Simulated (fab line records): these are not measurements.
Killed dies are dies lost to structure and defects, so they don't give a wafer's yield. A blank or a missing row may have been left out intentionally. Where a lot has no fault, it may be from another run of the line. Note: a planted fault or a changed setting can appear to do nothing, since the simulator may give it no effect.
What tool caused it? ; flow sky130 ; 13 lots, 39 wafers sampled, at 4 steps of a route of 708

== WHAT THE GAUGES READ, wafer by wafer ==
SKY_NWELL_OVL_MEAS_23. Usual: NWELL_01_OVL gives -0.6 nm (standard deviation 1.4).
lot;measured;on;NWELL_01_OVL (nm);flag
L445;day 5 06:40;overlay-01;-1.8 -1.0 0.0;
L446;day 5 08:58;overlay-01;-2.5 -2.6 -2.9;
L447;day 5 14:22;overlay-01;-2.4 0.2 -0.9;
L451;day 6 16:19;overlay-01;1.6 0.9 -0.5;
L453;day 7 21:25;overlay-02;-1.5 -1.0 2.0;
L455;day 7 23:28;overlay-01;-1.7 -1.6 -1.9;
L458;day 8 12:10;overlay-01;-0.6 -0.7 -1.1;
L459;day 8 18:31;overlay-02;-2.0 -1.1 -1.8;
L461;day 9 07:43;overlay-02;-1.2 -1.8 0.9;
L465;day 10 07:07;overlay-01;-1.2 -1.7 -3.1;
L466;day 10 13:04;overlay-02;0.5 -0.7 1.1;
L467;day 10 18:58;overlay-02;-1.0 0.7 -1.6;
L468;day 11 03:31;overlay-01;-1.6 -2.4 -0.1;

SKY_VT_ADJUST_HVTP_OVL_MEAS_08. Usual: VT_ADJUST_HVTP_OVL gives -0.6 nm (standard deviation 1.4).
lot;measured;on;VT_ADJUST_HVTP_OVL (nm);flag
L445;day 6 01:23;overlay-01;-0.2 -0.9 0.6;
L446;day 6 03:38;overlay-01;-2.7 -2.4 -1.8;
L447;day 6 10:17;overlay-01;-0.1 -1.2 -1.0;
L451;day 7 12:26;overlay-01;0.5 2.9 1.7;
L453;day 8 18:26;overlay-01;-1.1 -0.6 -3.2;
L455;day 8 20:29;overlay-01;0.4 0.9 -1.3;
L458;day 9 09:26;overlay-01;-0.5 -1.1 0.0;
L459;day 9 16:38;overlay-01;-0.9 -2.4 -0.8;
L461;day 10 06:41;overlay-02;2.9 1.6 1.5;
L465;day 11 07:14;overlay-01;1.2 -1.5 0.1;
L466;day 11 13:42;overlay-02;1.8 2.7 1.9;
L467;day 11 19:38;overlay-02;-1.8 -0.9 0.6;
L468;day 12 04:17;overlay-01;-0.8 -2.6 -3.1;

== TOOL THAT RAN EACH LOT (tool first, then ch and the chambers of the sampled wafers, then the start) ==
lot;SKY_DNWELL_STRIP_08;SKY_VT_ADJUST_HVTP_DEVELOP_06
L445;plasma-asher-03 ch 0,1, day 3 04:19;litho-track-03 ch 0, day 6 01:08
L446;plasma-asher-04 ch 0,1, day 3 08:04;litho-track-04 ch 0, day 6 03:22
L447;plasma-asher-02 ch 0,1, day 3 12:21;litho-track-04 ch 0, day 6 10:04
L451;plasma-asher-02 ch 0,1, day 4 10:31;litho-track-03 ch 0, day 7 12:10
L453;plasma-asher-02 ch 0,1, day 5 12:49;litho-track-04 ch 0, day 8 18:10
L455;plasma-asher-03 ch 1, day 5 13:55;litho-track-02 ch 0, day 8 20:14
L458;plasma-asher-03 ch 0,1, day 6 01:09;litho-track-02 ch 0, day 9 09:13
L459;plasma-asher-03 ch 0,1, day 6 07:04;litho-track-02 ch 0, day 9 16:23
L461;plasma-asher-04 ch 0,1, day 6 18:49;litho-track-02 ch 0, day 10 06:25
L465;plasma-asher-04 ch 0,1, day 7 14:39;litho-track-03 ch 0, day 11 07:01
L466;plasma-asher-03 ch 1, day 7 21:28;litho-track-04 ch 0, day 11 13:26
L467;plasma-asher-03 ch 1, day 8 02:22;litho-track-03 ch 0, day 11 19:22
L468;plasma-asher-02 ch 0,1, day 8 09:28;litho-track-04 ch 0, day 12 04:02
- SKY_DNWELL_STRIP_08: strips in O2/N2.
- SKY_VT_ADJUST_HVTP_DEVELOP_06: develop time 60 s.

== WHAT THE TOOLS THEMSELVES READ (means of the sampled wafers that have a number; where no wafer has one, the mark that the record gives instead) ==
SKY_DNWELL_STRIP_08. Usual: drypump-motor-current-A 5.5 A, standard deviation 0.42; oes-product-au 0.722 a.u., standard deviation 0.0048; strip-time-to-endpoint-s 36.94 s, standard deviation 0.1.
lot;tool;drypump-motor-current-A (A);oes-product-au (a.u.);strip-time-to-endpoint-s (s);flag
L445;plasma-asher-03;5.7;0.724;36.95;
L446;plasma-asher-04;4.9;0.722;36.94;
L447;plasma-asher-02;5.5;0.724;36.93;
L451;plasma-asher-02;5.6;0.719;37.02;
L453;plasma-asher-02;5.6;0.719;36.90;
L455;plasma-asher-03;5.5;0.722;36.92;
L458;plasma-asher-03;5.9;0.719;36.93;
L459;plasma-asher-03;5.7;0.724;36.85;
L461;plasma-asher-04;4.9;0.719;37.00;
L465;plasma-asher-04;5.0;0.721;36.90;
L466;plasma-asher-03;5.5;0.722;36.97;
L467;plasma-asher-03;5.5;0.720;37.13;
L468;plasma-asher-02;5.6;0.722;36.94;

SKY_VT_ADJUST_HVTP_DEVELOP_06. Usual: chill-plate-temp-C 22.99 C, standard deviation 0.099; developer-temp-C 23.00 C, standard deviation 0.11.
lot;tool;chill-plate-temp-C (C);developer-temp-C (C);flag
L445;litho-track-03;22.95;23.10;
L446;litho-track-04;23.12;23.22;
L447;litho-track-04;22.96;22.86;
L451;litho-track-03;22.95;23.02;
L453;litho-track-04;22.92;23.11;
L455;litho-track-02;23.04;22.89;
L458;litho-track-02;23.16;23.07;
L459;litho-track-02;22.95;23.91;OFF
L461;litho-track-02;23.05;23.83;OFF
L465;litho-track-03;22.89;23.07;
L466;litho-track-04;23.03;23.04;
L467;litho-track-03;23.07;22.97;
L468;litho-track-04;22.90;22.96;

== THE ANSWER, worked out from the rows above alone ==
Rule: a lot is off if the mean of its wafers that have a number lies more than 3 standard deviations from the usual mean. A lot without any number at a reading at which 4 lots or more have one is off too. The other lots that the step has rows for count as sound. Order of review: gauges by route order, followed by the tools' own readings, for which a lot's mean as printed above is used. At the first step where some lot is off, the reading lying furthest off is the one used; lots without a number count as furthest.
Off: L459, L461 (SKY_VT_ADJUST_HVTP_DEVELOP_06, developer-temp-C).
A tool fits if, at that step or a process step before it, it ran every lot that is off, and no sound lot after the first of them. One fits: SKY_VT_ADJUST_HVTP_DEVELOP_06 on litho-track-02. A fault onset in the window from L458 (day 9 09:13, its last sound lot) to L459 (day 9 16:23, its first lot off) fits.
On the lots that are off, the tool's own readings at SKY_VT_ADJUST_HVTP_DEVELOP_06 differ by more than 5 times the standard deviation of the sound lots' means, which bears it out; developer-temp-C reads 23.87 C there versus 23.03 C on the sound lots.

== WHAT WAS PUT IN BY THE SIMULATOR ==
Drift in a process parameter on litho-track-02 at SKY_VT_ADJUST_HVTP_DEVELOP_06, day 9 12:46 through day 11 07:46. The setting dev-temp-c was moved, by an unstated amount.
Struck lots among those shown: L459, L461. The rule given above showed the same thing.
